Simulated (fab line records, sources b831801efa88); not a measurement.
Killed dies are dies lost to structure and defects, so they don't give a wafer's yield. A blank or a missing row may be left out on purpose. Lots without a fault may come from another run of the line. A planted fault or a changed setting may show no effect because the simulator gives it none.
A struck lot beside a sound one | flow sky130 | 15 steps out of a route of 708
Sound: wafers L765.1, L765.2, L765.5. Struck: wafers L761.3, L761.6. (L761.4 of the same lot was not struck and is left out.) The cause comes at the end.
At each step with rows: each side's tool, then ch and its chambers, then its first start. Under that, the readings that differ: sound wafers | struck wafers | difference of the means | sigmas: that difference in standard deviations of wafers without a fault.
alike: readings whose means differ by less than 2 such deviations, and words and numbers that are the same on both sides. not compared: withheld readings, readings that some wafer has no value for, bounds like >300 that may hide the same value, and numbers for which the record gives no deviation and whose values overlap.
The two part at a step that has a row with sigmas, a row that says differs or no value, or rows on one side only. Numbers that don't overlap but have no deviation are shown without sigmas and don't part them. A reading that every wafer of one side lacks parts them only if that side has two wafers or more.

first, 1 step without rows for these wafers: SKY_VIA4_DEVELOP_10 (develop time 60 s).
SKY_VIA4_OVL_MEAS_11:
  sound on overlay-01, day 45 13:43; struck on overlay-02, day 44 09:03
  alike: VIA4_OVL
SKY_VIA4_ETCH_12: etches SiO2 in C4F8/O2/Ar, stops on TiN, target depth 580 nm.
  sound on rie_diel-04 ch 0,1,3, day 45 13:45; struck on rie_diel-03 ch 2,3, day 44 09:05
  alike: chamber_pressure_mTorr, oes_product_au
SKY_VIA4_STRIP_13: strips in O2/N2.
  sound on plasma_asher-03 ch 0,1, day 45 13:49; struck on plasma_asher-01 ch 1, day 44 09:11
  alike: chamber_pressure_mTorr, drypump_motor_current_A, oes_product_au, strip_time_to_endpoint_s
  not compared: rf_hours_counter_h
then, 4 steps without rows for these wafers: SKY_VIA4_STRIP_14 (strips in post etch residue remover, time 1200 s); SKY_VIA4_CLEAN_15 (cleans in IPA, time 180 s); SKY_VIA4_CLEAN_16 (cleans in O3/DIW); SKY_VIA4_SPUTTER_17 (material TiN, target thk 20 nm, time 80 s).
SKY_VIA4_CVD_18: deposits W, target thk 505 nm, time 152.14 s.
  sound on cvd_w-01 ch 0,1, day 45 14:29; struck on cvd_w-02 ch 1, day 44 09:52
  alike: heater_power_w
SKY_VIA4_RS_MEAS_19: measures by four-point-probe.
  sound on film_metro-02, day 45 14:38; struck on film_metro-02, day 44 10:00
  alike: VIA4_W_RS
SKY_VIA4_THK_MEAS_20: measures by xrf.
  sound on film_metro-02, day 45 14:45; struck on film_metro-02, day 44 10:06
  alike: VIA4_W_THK
SKY_VIA4_CMP_21: polishes, stops on SiO2, t overpolish 25 s, target thk 0 nm.
  sound on cmp-01 ch 1,3, day 45 14:52; struck on cmp-02 ch 0,3, day 44 10:11
  alike: motor_current_A, overpolish_run_s, time_to_endpoint_s
SKY_METAL5_SPUTTER_00: material Ti, target thk 15 nm, time 10 s.
  sound on pvd_sputter-01, day 45 15:07; struck on pvd_sputter-03, day 44 10:26
  reading                  | sound                | struck        | difference | sigmas
  chamber_pressure_pa (Pa) | 0.4002 0.4013 0.4001 | 0.4329 0.4336 | +0.0327    | +40
  alike: cathode_dc_power_W, throttle_valve_pct
SKY_METAL5_SPUTTER_01: material TiN, target thk 20 nm, time 16.7 s.
  sound on pvd_sputter-01, day 45 15:08; struck on pvd_sputter-03, day 44 10:28
  alike: cathode_dc_power_W, chamber_pressure_pa, throttle_valve_pct
-- the record jumps here: 3 days lie between the struck wafers' starts before and after (it left off in module METAL5 and takes up again in module PAD_OPEN, whose first step shown is number 708 of the route) --
SKY_PAD_OPEN_PROBE_99:
  sound on prober-01, day 48 06:51; struck on prober-02, day 47 04:58
  alike: defect_limited_yield, killed_at_M0_to_M3, killed_at_M4_up, killed_at_contacts, killed_at_front_end, killed_at_other, killed_dies, killed_open, killed_short, sort_bin_3_pad_short, sort_bin_5_function, sort_bin_6_memory, sort_n_pass, sort_yield_pct

WHERE THEY PART
Only at SKY_METAL5_SPUTTER_00, within this record. Later steps at which nothing parts them and some readings are alike: SKY_METAL5_SPUTTER_01, SKY_PAD_OPEN_PROBE_99.

WHY: what the simulator had put in
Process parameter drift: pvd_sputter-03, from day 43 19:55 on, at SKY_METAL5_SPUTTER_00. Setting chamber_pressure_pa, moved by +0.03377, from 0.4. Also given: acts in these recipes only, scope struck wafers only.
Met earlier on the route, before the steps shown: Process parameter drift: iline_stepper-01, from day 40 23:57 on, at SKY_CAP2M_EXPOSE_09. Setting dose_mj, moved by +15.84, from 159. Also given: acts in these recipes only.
